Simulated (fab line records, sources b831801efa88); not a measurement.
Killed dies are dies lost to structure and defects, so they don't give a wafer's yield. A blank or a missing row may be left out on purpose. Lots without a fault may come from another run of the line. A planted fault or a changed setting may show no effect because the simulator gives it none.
A struck lot beside a sound one | flow sky130 | 16 steps out of a route of 708
Sound: wafers L560.3, L560.4, L560.6. Struck: wafers L569.1, L569.5. (L569.3 of the same lot was not struck and is left out.) The cause comes at the end.
At each step with rows: each side's tool, then ch and its chambers, then its first start. Under that, the readings that differ: sound wafers | struck wafers | difference of the means | sigmas: that difference in standard deviations of wafers without a fault.
alike: readings whose means differ by less than 2 such deviations, and words and numbers that are the same on both sides. not compared: withheld readings, readings that some wafer has no value for, bounds like >300 that may hide the same value, and numbers for which the record gives no deviation and whose values overlap.
The two part at a step that has a row with sigmas, a row that says differs or no value, or rows on one side only. Numbers that don't overlap but have no deviation are shown without sigmas and don't part them. A reading that every wafer of one side lacks parts them only if that side has two wafers or more.

first, 2 steps without rows for these wafers: SKY_METAL4_PEB_11; SKY_METAL4_DEVELOP_12 (develop time 60 s).
SKY_METAL4_CD_MEAS_13: target cd 300 nm.
  sound on cd_sem-01, day 43 06:07; struck on cd_sem-01, day 45 13:18
  alike: cd_nm
SKY_METAL4_OVL_MEAS_14:
  sound on overlay-02, day 43 06:13; struck on overlay-02, day 45 13:25
  alike: METAL4_OVL
then, 1 step without rows for these wafers: SKY_METAL4_DESCUM_15 (chemistry O2, time 8 s).
SKY_METAL4_ETCH_16: etches BARC in N2/H2, stops on SiO2, time 88.2 s, target depth 60 nm.
  sound on rie_metal-02 ch 0,1, day 43 06:17; struck on rie_metal-01 ch 1, day 45 13:29
  alike: drypump_motor_current_A, oes_product_au, throttle_valve_pct
  not compared: rf_hours_counter_h
SKY_METAL4_ETCH_17: etches SiO2 in C4F8/O2/Ar, stops on TiN, time 3.9 s, target depth 15 nm.
  sound on rie_diel-02 ch 1,3, day 43 06:22; struck on rie_diel-02 ch 2, day 45 13:35
  reading               | sound             | struck      | difference | sigmas
  oes_product_au (a.u.) | 0.759 0.765 0.763 | 0.738 0.743 | -0.022     | -3
  not compared: rf_hours_counter_h
SKY_METAL4_METAL_ETCH_18: etches the open film in Cl2/BCl3, stops on SiO2, target depth 845 nm, time 183.1 s.
  sound on rie_metal-01 ch 0,1, day 43 06:26; struck on rie_metal-02 ch 0,1, day 45 13:37
  alike: bcl3_flow_sccm, drypump_motor_current_A, oes_product_au, throttle_valve_pct
  not compared: rf_hours_counter_h
SKY_METAL4_STRIP_19: strips in O2/N2.
  sound on plasma_asher-01 ch 0,1, day 43 06:35; struck on plasma_asher-01 ch 0, day 45 13:47
  alike: drypump_motor_current_A, oes_product_au, strip_time_to_endpoint_s
  not compared: rf_hours_counter_h
then, 3 steps without rows for these wafers: SKY_METAL4_STRIP_20 (strips in post etch residue remover, time 1200 s); SKY_METAL4_CLEAN_21 (cleans in IPA, time 180 s); SKY_METAL4_CLEAN_22 (cleans in O3/DIW).
SKY_VIA4_HDPCVD_00: deposits SiO2, target thk 1750 nm, time 291.7 s.
  sound on hdpcvd-02 ch 0,2, day 43 07:09; struck on hdpcvd-01 ch 0, day 45 14:25
  reading                                  | sound             | struck      | difference | sigmas
  run_length_s (s)                         | 319.7 319.5 319.6 | 346.1 346.1 | +26.5      | +59
  model.SiO2_of_VIA4_HDPCVD_00.thk_nm (nm) | 1773 1758 1736    | 1910 1904   | +151       |
SKY_VIA4_THK_MEAS_01:
  sound on film_metro-03, day 43 07:21; struck on film_metro-03, day 45 14:36
  reading              | sound          | struck    | difference | sigmas
  VIA4_HDPCVD_THK (nm) | 1773 1758 1735 | 1908 1905 | +151       | +8
SKY_VIA4_CMP_02: polishes SiO2.
  sound on cmp-01 ch 0,2,3, day 43 07:29; struck on cmp-02 ch 1,2, day 45 14:43
  alike: motor_current_A, slurry_flow_ml_min
SKY_PAD_OPEN_PROBE_99:
  the record has rows for the sound wafers here (prober-01, day 47 02:25) and none for the struck ones

WHERE THEY PART
First at SKY_METAL4_ETCH_17; last, within this record, at SKY_PAD_OPEN_PROBE_99.

WHY: what the simulator had put in
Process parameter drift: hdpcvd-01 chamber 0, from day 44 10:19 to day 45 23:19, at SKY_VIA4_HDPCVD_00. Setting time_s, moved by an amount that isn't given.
